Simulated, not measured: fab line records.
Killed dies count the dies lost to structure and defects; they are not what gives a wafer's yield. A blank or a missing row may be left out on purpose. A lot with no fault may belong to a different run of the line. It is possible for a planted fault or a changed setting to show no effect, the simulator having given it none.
The same fault as seen by 2 desks :: flow gf180mcu :: every desk sees just its own numbers, and what lay behind them comes last

FOR THE TOOL OWNER'S DESK: implanter-04
GF_MVSD_IMPLANT_09, tool's own readings: per-lot mean of the sampled wafers with a number, covering each lot this tool ran. Marked OUT: a lot whose mean sits more than 4 standard deviations from the usual mean, which makes it out of limits; the brackets give that distance.
Columns: A = beam on s at GF_MVSD_IMPLANT_09, usual 10.01 s; B = dose ions cm2 at GF_MVSD_IMPLANT_09, usual 5e+12; C = end station pressure torr at GF_MVSD_IMPLANT_09, usual 4.99e-06 Torr; D = faraday current uA at GF_MVSD_IMPLANT_09, usual 28.2
lot: L567
first seen here: day 4 16:47
A: 10.10
B: 5e+12
C: 4.96e-06
D: 27.9

lot: L569
first seen here: day 4 22:58
A: 10.19
B: 5e+12
C: 4.87e-06
D: 27.8

lot: L573
first seen here: day 6 03:54
A: 9.98
B: 5e+12
C: 5.04e-06
D: 28.3

lot: L579
first seen here: day 7 06:53
A: 10.14
B: 5e+11 (-99 or more) OUT
C: 4.84e-06
D: 2.8 (-46) OUT

lot: L580
first seen here: day 7 14:21
A: 9.96
B: 5e+11 (-99 or more) OUT
C: 5.06e-06
D: 2.8 (-46) OUT
Finding of this desk: L579, L580 out of limits; the first was L579 at day 7 06:53, on dose ions cm2 at GF_MVSD_IMPLANT_09. In limits: L567, L569, L573.

FROM THE METROLOGY DESK
Means of the sampled wafers that have a number, per lot and without regard to the tool the lot ran on: this is what the gauges read. Marked OUT: a lot whose mean sits more than 4 standard deviations from the usual mean, which makes it out of limits; the brackets give that distance.
Columns: A = MVSD_TW at GF_MVSD_TW_MEAS_11, usual 1584; B = MVSD_RS at GF_VT_IMPLANT_RS_MEAS_46, usual 455.9 ohm/sq; C = V1_CVD_02_THK at GF_V1_THK_MEAS_03, usual 846 nm
lot: L567
first seen here: day 4 17:01
A: 1586
B: 455.5
C: 835

lot: L568
first seen here: day 4 17:22
A: 1573
B: 454.4
C: 843

lot: L569
first seen here: day 4 23:13
A: 1570
B: 457.1
C: 840

lot: L570
first seen here: day 5 04:51
A: 1576
B: 455.3
C: 848

lot: L572
first seen here: day 5 19:27
A: 1585
B: 455.9
C: 841

lot: L573
first seen here: day 6 04:08
A: 1577
B: 454.8
C: 842

lot: L575
first seen here: day 6 07:50
A: 1589
B: 457.1
C: 844

lot: L579
first seen here: day 7 07:08
A: 1513 (-7.7) OUT
B: 557.9 (+93) OUT
C: 839

lot: L580
first seen here: day 7 14:40
A: 1516 (-7.4) OUT
B: 555.0 (+90) OUT
C: 845

lot: L586
first seen here: day 9 02:55
A: 1585
B: 456.1
C: 848

lot: L587
first seen here: day 9 11:13
A: 1584
B: 456.0
C: 840

lot: L590
first seen here: day 10 00:17
A: 1592
B: 455.8
C: 855
This desk's finding: out of limits on L579, L580; first on L579, day 7 07:08 (MVSD_TW at GF_MVSD_TW_MEAS_11). In limits: L567, L568, L569, L570, L572, L573, L575, L586, L587, L590.

ALL TOGETHER
The tool owner's desk could have raised an alarm at day 7 06:53, on L579, L580.
L579, L580 would have let the metrology desk raise an alarm at day 7 07:08.
The lots listed all ran GF_MVSD_IMPLANT_09 on implanter-04.

WHAT HAD BEEN PUT IN BY THE SIMULATOR
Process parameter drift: implanter-04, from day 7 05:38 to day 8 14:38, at GF_MVSD_IMPLANT_09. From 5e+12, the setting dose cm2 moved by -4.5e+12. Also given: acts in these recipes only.
Struck lots among those shown: L579, L580.
Fault start to first reading out of limits, in hours, per desk: tool owner, 1; metrology, 2.
